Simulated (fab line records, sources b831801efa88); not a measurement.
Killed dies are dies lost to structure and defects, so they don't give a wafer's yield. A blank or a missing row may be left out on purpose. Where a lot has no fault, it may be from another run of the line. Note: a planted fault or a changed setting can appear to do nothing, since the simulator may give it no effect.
A struck lot beside a sound one    flow sky130    14 steps out of a route of 708
Sound: the wafers L479.1, L479.5, L479.6. The struck wafers were L491.1, L491.2, L491.3. At the end, the cause is stated.
At each step with rows: each side's tool, then ch and its chambers, then its first start. Under that, the readings that differ: sound wafers    struck wafers    difference of the means    sigmas: that difference in standard deviations of wafers without a fault.
alike: same words and numbers on both sides, and readings whose means sit less than 2 such deviations apart. not compared: any withheld reading, any reading some wafer has no value for, any bound like >300 that may hide the same value, and any number with overlapping values for which the record gives no deviation.
Wherever a step has rows on one side only, a row that says differs or no value, or a row with sigmas, the two part there. Non-overlapping numbers with no deviation appear without sigmas and do not part them. Lack of a reading on every wafer of one side parts them only where that side has two or more wafers.

first, 3 steps without rows for these wafers: SKY_CONTACT_EXPOSE_11 (exposes mask CTM1, target cd 170 nm); SKY_CONTACT_PEB_12; SKY_CONTACT_DEVELOP_13 (develop time 60 s).
SKY_CONTACT_CD_MEAS_14: the cd target is 170 nm.
  sound: cd-sem-01 at day 32 03:55; struck: cd-sem-01 at day 35 23:07
  alike: cd-nm
SKY_CONTACT_OVL_MEAS_15:
  sound: overlay-02 at day 32 04:02; struck: overlay-01 at day 35 23:14
  alike: CONTACT_OVL
SKY_CONTACT_ETCH_16: etches BARC in N2/H2, stops on SiO2, time 45.9 s, target depth 60 nm.
  sound on rie-diel-01 ch 0,1, day 32 04:04; struck on rie-diel-02 ch 1,2,3, day 35 23:16
  alike: drypump-motor-current-A, oes-product-au, throttle-valve-pct
  not compared: rf-hours-counter-h
SKY_CONTACT_ETCH_17: etches SiO2 in C4F8/O2/Ar, stops on Si3N4, target depth 340 nm.
  sound on rie-diel-01 ch 0,1, day 32 04:07; struck on rie-diel-02 ch 1,2,3, day 35 23:19
  alike: oes-product-au
SKY_CONTACT_ETCH_18: etches Si3N4 in CHF3/O2, stops on TiN, time 39 s, target depth 75 nm.
  sound on rie-diel-01 ch 0,1; struck on rie-diel-02 ch 1,2,3
  alike: drypump-motor-current-A, oes-product-au, throttle-valve-pct
  not compared: rf-hours-counter-h
SKY_CONTACT_STRIP_19: strips in O2/N2.
  sound on plasma-asher-04 ch 0,1, day 32 04:12; struck on plasma-asher-03 ch 0,1, day 35 23:25
  alike: drypump-motor-current-A, oes-product-au, strip-time-to-endpoint-s
  not compared: rf-hours-counter-h
then, 3 steps without rows for these wafers: SKY_CONTACT_STRIP_20 (strips in post etch residue remover, time 1200 s); SKY_CONTACT_CLEAN_21 (cleans in IPA, time 180 s); SKY_CONTACT_CLEAN_22 (cleans in O3/DIW).
SKY_CONTACT_SPUTTER_23: material TiN, target thk 20 nm, time 80 s.
  sound: pvd-sputter-03 at day 32 04:50; struck: pvd-sputter-04 at day 36 00:02
reading                                      sound              struck             difference  sigmas
chamber-pressure-pa (Pa)                     5.007 4.995 5.001  5.196 5.183 5.183  +0.186      +17
model.TiN_of_CONTACT_SPUTTER_23.thk-nm (nm)  19.61 19.94 19.64  19.09 19.33 19.38  -0.46       
  alike: throttle-valve-pct
SKY_CONTACT_CVD_24: deposits W, target thk 340 nm, time 102.12 s.
  sound on cvd-w-01 ch 0,1, day 32 04:53; struck on cvd-w-01 ch 0,1, day 36 00:05
  alike: chamber-pressure-Torr, heater-power-w

== WHERE THEY PART ==
Only at SKY_CONTACT_SPUTTER_23, as far as this record shows. Later steps at which nothing parts them and some readings are alike: SKY_CONTACT_CVD_24.

WHY: what had been put in by the simulator
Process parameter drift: pvd-sputter-04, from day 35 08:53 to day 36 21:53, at SKY_CONTACT_SPUTTER_23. Setting chamber-pressure-pa shifted by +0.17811 from 5. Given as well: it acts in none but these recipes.
